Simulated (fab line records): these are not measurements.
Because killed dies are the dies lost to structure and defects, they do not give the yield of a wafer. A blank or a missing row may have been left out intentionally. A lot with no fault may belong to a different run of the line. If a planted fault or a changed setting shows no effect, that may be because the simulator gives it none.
Problem report, 8D (eight disciplines) form, completed by code | flow sky130 | the parts of the form that need people (team, actions taken, sign-off) are left out

== 1. WHAT WENT WRONG ==
Mean of killed_at_M4_up at SKY_PAD_OPEN_PROBE_99: 38.7 over 3 wafers from 1 lot, against 3.0 (standard deviation 1.6) on wafers with no fault. Relative to the usual mean, that is a shift of +22 standard deviations.
Seen first at day 50 17:52 on prober-02, wafer L237.2. The record has a number at this step for 13 wafers belonging to 6 lots. The rule behind "out" and "out of limits": a value lying over 4 standard deviations away from the usual mean. Any other wafer with a number is counted as sound.

== 2. WHAT IT IS; WHAT IT IS NOT ==
question                    | is                     | is not
which readings at this step | killed_at_M4_up        | killed_at_M0_to_M3, killed_at_contacts, killed_at_front_end, killed_at_other, killed_open, killed_short, sort_bin_6_memory
which lots                  | L237                   | L220, L222, L225, L227, L228
which wafers of those lots  | all that have a number | -
read on which tools         | prober-02              | prober-01
when                        | from day 50 17:52      | up to then (10 sound wafers)

== 3. THE SUSPECTS, EACH WITH WHAT RULES IT OUT ==
Counting: any tool at a process step up to the reading is kept as a suspect provided that every lot that is out went through it and no sound lot did after the first of them.
- pvd_sputter-04 at SKY_METAL2_SPUTTER_04 (material TiN, target thk 70 nm, time 58.3 s): kept. It ran the lot that is out, L237 (day 40 14:33), and no sound lot after that; its last sound lot up to then is L227 (day 38 02:46).
- plasma_asher-04 at SKY_METAL3_STRIP_19 (strips in O2/N2): kept. It ran the lot that is out, L237 (day 44 17:35), and no sound lot after that; its last sound lot up to then is L220 (day 40 11:35).
- wet_bench-02 at SKY_METAL5_STRIP_17 (strips in post etch residue remover, time 1200 s): kept. It ran the lot that is out, L237 (day 49 05:39), and no sound lot after that; its last sound lot up to then is L227 (day 47 05:24).
- prober-02 at SKY_PAD_OPEN_PROBE_99: kept. It ran the lot that is out, L237 (day 50 17:52), and no sound lot after that; its last sound lot up to then is L227 (day 48 22:49). Its own readings are out on those wafers: killed_at_M4_up.
Left after counting: pvd_sputter-04 at SKY_METAL2_SPUTTER_04, plasma_asher-04 at SKY_METAL3_STRIP_19, wet_bench-02 at SKY_METAL5_STRIP_17, prober-02 at SKY_PAD_OPEN_PROBE_99.

== 4. THE CAUSE (what the simulator had put in) ==
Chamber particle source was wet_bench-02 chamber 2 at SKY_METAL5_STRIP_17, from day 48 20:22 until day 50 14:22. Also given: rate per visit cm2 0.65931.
Of the 4 suspects that counting leaves, this tool is one.

== 5. THE EFFECT CHAIN, in route order ==
Each row: a reading where the mean over the struck wafers with a number is more than 3 standard deviations away from the usual. Scope: only readings with a usual standard deviation given in the record; hours: median across lots of the time from each lot's start at the first step in this table that gives one to its start at this step; sigmas: change in usual standard deviations.
hours | step                  | reading              | usual  | on struck wafers | change | sigmas
0     | SKY_PAD_OPEN_PROBE_99 | defect_limited_yield | 82.6 % | 75.8             | -6.8   | -3.6
0     | SKY_PAD_OPEN_PROBE_99 | killed_at_M4_up      | 3.0    | 38.7             | +35.7  | +22
0     | SKY_PAD_OPEN_PROBE_99 | killed_dies          | 86     | 119              | +33    | +3.5
0     | SKY_PAD_OPEN_PROBE_99 | sort_bin_3_pad_short | 0.9 %  | 2.5              | +1.6   | +3.6
0     | SKY_PAD_OPEN_PROBE_99 | sort_bin_5_function  | 10.3 % | 15.0             | +4.7   | +3.1
0     | SKY_PAD_OPEN_PROBE_99 | sort_n_pass          | 406    | 373              | -33    | -3.5
0     | SKY_PAD_OPEN_PROBE_99 | sort_yield_pct       | 82.6 % | 75.8             | -6.8   | -3.6
Here are the process steps it includes:
- SKY_PAD_OPEN_PROBE_99

== 6. HOW IT WOULD HAVE BEEN CAUGHT EARLIER ==
The fault began at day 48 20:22; the first out-of-limits reading in this record came at day 50 17:52, 45 hours later.
No tool reading at SKY_METAL5_STRIP_17 that has a usual standard deviation in the record was out on any struck wafer, so an alarm limit of 4 standard deviations on those readings would not have fired.
The start of SKY_METAL5_STRIP_17 on wet_bench-02 came by day 50 17:52 for every one of the lots that are out (1). None of them would have been spared by holding the tool at that moment.
